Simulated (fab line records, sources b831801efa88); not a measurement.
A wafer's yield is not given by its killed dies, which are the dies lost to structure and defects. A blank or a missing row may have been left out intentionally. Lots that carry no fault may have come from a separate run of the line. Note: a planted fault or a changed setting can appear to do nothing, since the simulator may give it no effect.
fab line records	flow sky130
[record] lots = 10	wafers = 30	last-day = 49
route steps=708 shown METAL3@567 VIA3@575 PAD_OPEN@708
lots with no fault: from the same line, run without faults
start-h: hours from the record's first day to the start of the lot's first wafer shown	wait-h: hours from the lot's prior step to this one	" unchanged from the row above	L1.1+2: a row that stands for several wafers	- no value present, or no start provided	* or withheld: withheld	< > ~ a bound
route shown NAME@n: a module of which the file shows steps, and the number in the route of the first	usual: mean and standard deviation over wafers with no fault	same: alike in all rows	chamber/n: place in a boat	sites: each site's reading	_std_site: their standard deviation	_edge_site: mean of outer sites minus mean of inner sites	radius-mm: for every site, how far away it sits from the centre of the wafer	mask NAME#n: copy n	behind: the tool/chamber that last shaped the wafer	hold: why the lot was held/for how many hours/how that ended	device: the n, p or np transistor that did not switch	end of line: the tests these same wafers got at the end of their route	a step given without rows: its recipe and nothing more	killed: at the first sort, the dies lost to defects and structure; wafer yield is something else	map: dies across one wafer; x = killed, . = not, _ = none there
set.NAME: the setting that was run; set.NAME@STEP: the one run at that earlier step	model.NAME: the simulator's own value behind a step, which no gauge read
a sample of lots followed through the steps of the route, with each step as a table and each wafer as a row
services: the hour from which a tool's chamber was out of use, counted from the record's first day as start-h (under 0 if before that day), plus the number of hours and why
[[steps]]
[step SKY_METAL3_ETCH_17]
[recipe] target = SiO2	stop-on = TiN	chemistry = C4F8/O2/Ar	source-w = 1500	bias-w = 1200	pressure-mtorr = 40	c4f8-flow-sccm = withheld	O2_flow_sccm = 6	Ar_flow_sccm = 300	time-s = 3.9	target-depth-a = 150
[usual] oes-product-au = 0.748/0.007
lot.wafer	tool	chamber	start-h	wait-h	oes-product-au	rf-hours-counter-h
L179.4	rie-diel-04	2	909.49	0.0	0.748	6
L179.5	"	2	"	"	0.746	-
L179.6	"	1	"	"	0.753	-
L180.3	rie-diel-01	0	912.86	0.0	0.741	4
L180.4	"	1	"	"	0.765	5
L180.6	"	1	"	"	0.752	-
L181.1	rie-diel-02	3	921.56	0.1	0.735	5
L181.2	"	0	"	"	0.746	20
L181.3	"	1	"	"	0.739	5
L186.1	rie-diel-02	1	956.42	0.1	0.747	6
L186.3	"	3	"	"	0.752	6
L186.6	"	1	"	"	0.753	-
L187.2	rie-diel-01	2	959.99	0.1	0.748	14
L187.3	"	3	"	"	0.750	16
L187.6	"	2	"	"	0.750	-
L189.1	rie-diel-02	2	974.47	0.1	0.747	13
L189.2	"	3	"	"	0.738	7
L189.6	"	3	"	"	0.745	-
L192.1	rie-diel-01	3	1004.56	0.1	0.736	18
L192.2	"	2	"	"	0.756	15
L192.3	"	0	"	"	0.754	7
L193.2	rie-diel-04	3	1008.17	0.1	0.740	6
L193.4	"	1	"	"	0.748	12
L193.6	"	3	"	"	0.759	-
L194.1	rie-diel-01	1	1019.07	0.1	0.744	8
L194.5	"	0	"	"	0.754	-
L194.6	"	3	"	"	0.764	-
L196.1	rie-diel-02	2	1032.01	0.1	0.738	15
L196.3	"	3	"	"	0.744	9
L196.4	"	0	"	"	0.757	23
[step SKY_METAL3_METAL_ETCH_18]
[recipe] target-depth-a = 8450	stop-on = SiO2	over-etch-frac = 0.3	time-s = 183.1	chemistry = Cl2/BCl3	resist-sidewall-deg = 88	pressure-mtorr = 10.48	icp-w = 900	bias-w = 48.5	Cl2_flow_sccm = 60	bcl3-flow-sccm = 30
[usual] drypump-motor-current-A = 6.0/0.34	oes-product-au = 0.866/0.0061	throttle-valve-pct = 21.713/0.0089
lot.wafer	tool	chamber	start-h	wait-h	drypump-motor-current-A	oes-product-au	rf-hours-counter-h	throttle-valve-pct
L179.4	rie-metal-02	0	909.56	0.1	5.6	0.870	-	21.721
L179.5	"	0	"	"	5.6	0.867	-	21.715
L179.6	"	1	"	"	6.0	0.869	-	21.706
L180.3	rie-metal-03	1	912.96	0.1	6.3	0.867	-	21.712
L180.4	"	0	"	"	5.4	0.854	-	21.704
L180.6	"	1	"	"	6.4	0.863	-	21.720
L181.1	rie-metal-04	0	921.58	0.0	6.3	0.868	11	21.706
L181.2	"	1	"	"	6.0	0.865	3	21.711
L181.3	"	1	"	"	6.0	0.860	-	21.718
L186.1	rie-metal-03	0	956.44	0.0	5.5	0.869	18	21.720
L186.3	"	0	"	"	5.4	0.868	-	21.705
L186.6	"	1	"	"	6.3	0.876	-	21.717
L187.2	rie-metal-03	1	960.01	0.0	6.3	0.876	14	21.713
L187.3	"	0	"	"	5.4	0.882	-	21.720
L187.6	"	0	"	"	5.5	0.871	-	21.697
L189.1	rie-metal-04	1	974.49	0.0	6.0	0.860	4	21.703
L189.2	"	0	"	"	6.3	0.866	13	21.712
L189.6	"	0	"	"	6.3	0.859	-	21.719
L192.1	rie-metal-04	1	1004.58	0.0	6.0	0.863	6	21.722
L192.2	"	0	"	"	6.3	0.870	14	21.716
L192.3	"	0	"	"	6.3	0.868	-	21.717
L193.2	rie-metal-03	0	1008.19	0.0	5.4	0.858	22	21.712
L193.4	"	0	"	"	5.5	0.859	-	21.709
L193.6	"	1	"	"	6.4	0.867	-	21.700
L194.1	rie-metal-03	1	1019.09	0.0	6.3	0.864	18	21.728
L194.5	"	1	"	"	6.3	0.854	-	21.722
L194.6	"	1	"	"	6.4	0.859	-	21.713
L196.1	rie-metal-04	1	1032.03	0.0	6.0	0.860	8	21.703
L196.3	"	1	"	"	6.0	0.858	-	21.716
L196.4	"	0	"	"	6.3	0.867	-	21.706
[step SKY_VIA3_CMP_02]
[recipe] material = SiO2	down-force-psi = 4	platen-rpm = 60	pad-velocity-m-s = 0.94248
[usual] head-pressure-psi = 4.000/0.0085	motor-current-A = 12.7/1
lot.wafer	tool	chamber	start-h	wait-h	head-pressure-psi	motor-current-A
L179.4	cmp-02	3	910.53	0.0	4.001	11.1
L179.6	"	3	"	"	3.999	11.9
L179.5	"	0	"	"	4.013	11.0
L180.3	cmp-01	2	913.94	0.0	3.998	13.4
L180.4	"	3	"	"	4.005	12.4
L180.6	"	3	"	"	3.997	12.8
L181.3	cmp-01	3	922.58	0.0	3.998	12.7
L181.2	"	0	"	"	3.998	12.2
L181.1	"	1	"	"	4.000	13.9
L186.1	cmp-01	2	957.58	0.1	4.001	14.3
L186.3	"	3	"	"	3.981	12.6
L186.6	"	1	"	"	3.983	13.8
L187.3	cmp-01	3	961.20	0.1	4.005	13.1
L187.2	"	1	"	"	3.993	13.3
L187.6	"	2	"	"	4.002	13.3
L189.2	cmp-02	2	975.54	0.1	3.984	12.9
L189.1	"	3	"	"	4.029	11.0
L189.6	"	1	"	"	3.994	12.5
L192.1	cmp-01	0	1005.58	0.1	4.000	11.9
L192.3	"	1	"	"	3.993	13.7
L192.2	"	2	"	"	4.000	14.2
L193.4	cmp-02	2	1009.20	0.0	4.002	13.5
L193.2	"	1	"	"	4.003	12.4
L193.6	"	3	"	"	4.003	11.3
L194.1	cmp-02	1	1020.43	0.1	4.001	12.5
L194.6	"	3	"	"	4.004	11.3
L194.5	"	0	"	"	3.994	11.0
L196.4	cmp-01	2	1033.19	0.0	3.994	13.9
L196.1	"	0	"	"	4.000	12.7
L196.3	"	1	"	"	3.992	13.8
[step SKY_VIA3_BOW_MEAS_03]
[recipe] mode = bow
[usual] VIA3_BOW = 80/7.3
lot.wafer	tool	chamber	start-h	wait-h	hold	VIA3_BOW[um]
L179.4	film-metro-04	-	910.89	0.3	-	75
L179.5	"	-	"	"	-	75
L179.6	"	-	"	"	-	88
L180.3	film-metro-01	-	914.28	0.3	-	83
L180.4	"	-	"	"	-	83
L180.6	"	-	"	"	-	81
L181.1	film-metro-04	-	922.88	0.1	-	83
L181.2	"	-	"	"	-	81
L181.3	"	-	"	"	-	90
L186.1	film-metro-01	-	957.78	0.1	-	78
L186.3	"	-	"	"	-	62
L186.6	"	-	"	"	-	70
L187.2	film-metro-01	-	961.47	0.1	-	81
L187.3	"	-	"	"	-	82
L187.6	"	-	"	"	-	81
L189.1	film-metro-04	-	975.79	0.1	-	84
L189.2	"	-	"	"	-	90
L189.6	"	-	"	"	-	85
L192.1	film-metro-04	-	1005.88	0.2	-	80
L192.2	"	-	"	"	-	73
L192.3	"	-	"	"	-	89
L193.2	film-metro-04	-	1009.52	0.1	-	83
L193.4	"	-	"	"	-	82
L193.6	"	-	"	"	-	88
L194.1	film-metro-01	-	1020.63	0.1	await-dispo/0.2h/release	76
L194.5	"	-	"	"	await-dispo/0.2h/release	80
L194.6	"	-	"	"	await-dispo/0.2h/release	77
L194.1	film-metro-01	-	1020.92	0.3	-	-
L194.5	"	-	"	"	-	-
L194.6	"	-	"	"	-	-
L196.1	film-metro-02	-	1033.55	0.2	-	92
L196.3	"	-	"	"	-	80
L196.4	"	-	"	"	-	66
[step SKY_VIA3_ETCH_15]
[recipe] target = SiO2	chemistry = C4F8/O2/Ar	target-depth-nm = 507	stop-on = TiN	mask-material = KrF-thick	source-w = 1500	bias-w = 1200	pressure-mtorr = 40	c4f8-flow-sccm = withheld	O2_flow_sccm = 6	Ar_flow_sccm = 300	time-s = 78
[usual] oes-product-au = 0.946/0.0047
lot.wafer	tool	chamber	start-h	wait-h	oes-product-au	rf-hours-counter-h
L179.4	rie-diel-02	1	935.40	0.0	0.951	-
L179.5	"	0	"	"	0.956	-
L179.6	"	3	"	"	0.945	-
L180.3	rie-diel-01	0	938.95	0.0	0.947	5
L180.4	"	3	"	"	0.947	16
L180.6	"	1	"	"	0.941	-
L181.1	rie-diel-02	0	947.23	0.0	0.941	21
L181.2	"	1	"	"	0.942	6
L181.3	"	3	"	"	0.945	6
L186.1	rie-diel-01	2	981.67	0.0	0.944	14
L186.3	"	0	"	"	0.946	6
L186.6	"	0	"	"	0.944	-
L187.2	rie-diel-01	0	986.06	0.0	0.945	6
L187.3	"	2	"	"	0.948	15
L187.6	"	2	"	"	0.957	-
L189.1	rie-diel-01	3	998.63	0.0	0.940	18
L189.2	"	2	"	"	0.939	15
L189.6	"	3	"	"	0.939	-
L192.1	rie-diel-01	0	1029.19	0.0	0.939	8
L192.2	"	1	"	"	0.943	9
L192.3	"	2	"	"	0.946	16
L193.2	rie-diel-03	0	1032.29	0.0	0.942	3
L193.4	"	2	"	"	0.945	9
L193.6	"	0	"	"	0.936	-
L194.1	rie-diel-02	3	1042.62	0.0	0.891	9
L194.5	"	0	"	"	0.943	-
L194.6	"	1	"	"	0.952	-
L196.1	rie-diel-03	2	1055.47	0.0	0.951	10
L196.3	"	0	"	"	0.946	4
L196.4	"	3	"	"	0.951	17
[step SKY_VIA3_SPUTTER_20]
[recipe] material = TiN	target-thk-nm = 20	chamber-pressure-pa = 5	power-w = 4000	time-s = 80
[usual] cathode-dc-power-W = 4000.0/0.74	chamber-pressure-pa = 4.999/0.009	throttle-valve-pct = 29.9/1.4
lot.wafer	tool	chamber	start-h	wait-h	cathode-dc-power-W	chamber-pressure-pa	throttle-valve-pct
L179.4	pvd-sputter-03	-	936.02	0.0	4000.3	5.001	30.7
L179.5	"	-	"	"	4000.8	5.003	28.0
L179.6	"	-	"	"	4000.1	4.988	30.7
L180.3	pvd-sputter-03	-	939.60	0.0	4000.2	4.988	30.5
L180.4	"	-	"	"	4001.2	5.013	28.2
L180.6	"	-	"	"	4002.2	4.999	33.2
L181.1	pvd-sputter-01	-	947.89	0.0	3999.2	5.011	29.6
L181.2	"	-	"	"	3999.4	4.996	29.8
L181.3	"	-	"	"	3999.8	5.003	29.0
L186.1	pvd-sputter-01	-	982.36	0.0	4000.6	4.989	31.7
L186.3	"	-	"	"	4000.3	5.005	30.1
L186.6	"	-	"	"	3999.9	4.988	31.5
L187.2	pvd-sputter-02	-	986.76	0.0	3999.6	4.993	28.7
L187.3	"	-	"	"	4000.1	4.991	29.5
L187.6	"	-	"	"	4001.0	5.010	29.6
L189.1	pvd-sputter-03	-	999.32	0.0	3999.7	4.996	30.5
L189.2	"	-	"	"	4000.1	5.003	33.3
L189.6	"	-	"	"	3999.7	4.994	30.8
L192.1	pvd-sputter-02	-	1029.88	0.0	4000.1	5.003	29.5
L192.2	"	-	"	"	4000.4	4.989	30.0
L192.3	"	-	"	"	4000.1	4.995	30.9
L193.2	pvd-sputter-03	-	1032.94	0.0	4000.4	5.004	30.6
L193.4	"	-	"	"	3999.7	5.001	33.1
L193.6	"	-	"	"	3999.4	5.007	30.6
L194.1	pvd-sputter-03	-	1043.27	0.0	3999.9	4.981	32.8
L194.5	"	-	"	"	4000.9	4.990	28.4
L194.6	"	-	"	"	3999.7	4.975	33.1
L196.1	pvd-sputter-01	-	1056.64	0.0	3997.8	4.991	29.9
L196.3	"	-	"	"	4001.1	5.007	28.9
L196.4	"	-	"	"	4000.9	5.001	29.7
[step SKY_PAD_OPEN_PROBE_99]
[usual] defect-limited-yield = 82.5/1.8	killed_at_M0_to_M3 = 43/5.9	killed_at_M4_up = 3.3/1.9	killed-at-contacts = 24/5.6	killed-at-front-end = 15/4.1	killed-at-other = 0.4/0.66	killed-dies = 86/9	killed-open = 47/6.9	killed-short = 39/6.2	sort_bin_3_pad_short = 0.9/0.45	sort_bin_5_function = 10.3/1.4	sort_bin_6_memory = 6.3/1.2	sort-n-pass = 406/9	sort-yield-pct = 82.5/1.8
[same] gross-dies = 492	killed-at-back-side = 0	sort_bin_4_leakage[%] = 0	sort_bin_8_speed[%] = 0
lot.wafer	tool	chamber	start-h	wait-h	defect-limited-yield[%]	killed_at_M0_to_M3	killed_at_M4_up	killed-at-contacts	killed-at-front-end	killed-at-other	killed-dies	killed-open	killed-short	sort_bin_3_pad_short[%]	sort_bin_5_function[%]	sort_bin_6_memory[%]	sort-n-pass	sort-yield-pct[%]
L193.2	prober-02	-	1160.50	0.1	84.1	40	2	20	16	0	78	44	33	0.8	7.9	7.1	414	84.1
L193.4	prober-02	-	1160.60	0.2	83.1	42	6	19	15	1	83	47	35	0.4	10.6	5.9	409	83.1
L193.6	prober-02	-	1160.70	0.2	81.5	42	2	36	10	1	91	58	32	1.0	12.2	5.3	401	81.5
// killed by level:class
L193.2 VIA1:geometric-particle:open=9 CONTACT:geometric-particle:open=8 VIA2:geometric-particle:open=6 METAL2:geometric-particle:short=6 VIA2:geometric-particle:short=6 SONOS_ONO:geometric-particle:open=4 POLY_GATE:geometric-particle:open=4 FIELD_ISO:geometric-particle:open=3
L193.4 CONTACT:geometric-particle:open=9 VIA3:geometric-particle:open=9 VIA1:geometric-particle:open=7 VIA2:geometric-particle:open=6 METAL2:geometric-particle:short=6 CONTACT:geometric-particle:short=5 VIA1:geometric-particle:short=5 SPACER:geometric-particle:open=4
L193.6 CONTACT:geometric-particle:open=20 VIA2:geometric-particle:open=13 VIA1:geometric-particle:open=8 CONTACT:geometric-particle:short=7 FIELD_ISO:geometric-particle:open=4 LOCAL_INTERCONNECT:geometric-particle:short=4 VIA3:geometric-particle:open=4 METAL1:geometric-particle:open=3
[[services]]
tool	chamber	start-h	hours	kind
rie-diel-01	-	890.20	2.8	pm
rie-metal-03	0	891.24	5.5	repair
pvd-sputter-02	-	899.78	9.3	repair
rie-diel-04	-	903.27	0.1	repair
rie-diel-03	-	905.57	2.8	pm
cmp-02	-	912.02	4.0	pm
rie-diel-04	2	913.45	8.2	repair
rie-diel-01	0	916.82	5.6	repair
cmp-01	-	923.74	1.1	repair
cmp-01	-	925.22	0.6	repair
rie-diel-02	2	933.70	23.4	repair
rie-metal-04	-	944.86	15.6	pm
cmp-02	-	952.55	3.2	repair
cmp-01	-	974.46	7.8	pm
rie-diel-03	-	984.63	14.6	pm
rie-diel-02	1	989.71	32.2	repair
cmp-01	-	993.49	5.3	pm
pvd-sputter-03	-	994.27	2.5	repair
cmp-01	-	999.10	0.8	repair
cmp-02	-	1002.83	0.5	repair
cmp-02	-	1010.64	2.9	pm
cmp-02	-	1042.75	1.0	repair
rie-metal-03	-	1044.60	2.8	pm
cmp-02	-	1046.24	1.6	repair
[[key]]
[first-sign] step = SKY_VIA3_BOW_MEAS_03	reading = visit	direction = added
[effect] step = SKY_VIA3_ETCH_15	reading = oes-product-au	direction = down	sigmas = 12	usual = 0.946	struck = 0.891
met-at SKY_VIA3_CMP_02
struck-lots L194
struck-wafers L194.1
not-acting-at SKY_METAL3_ETCH_17,SKY_METAL3_METAL_ETCH_18,SKY_VIA3_SPUTTER_20
onset-between 1009.20 1020.43
[fault] kind = process-parameter-drift	tool = cmp-02	chamber = 1	onset-h = 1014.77	steps = SKY_VIA3_CMP_02	channel = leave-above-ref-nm	offset = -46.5	shape = step	end-h = 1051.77	acts-in = these-recipes-only	stated = 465
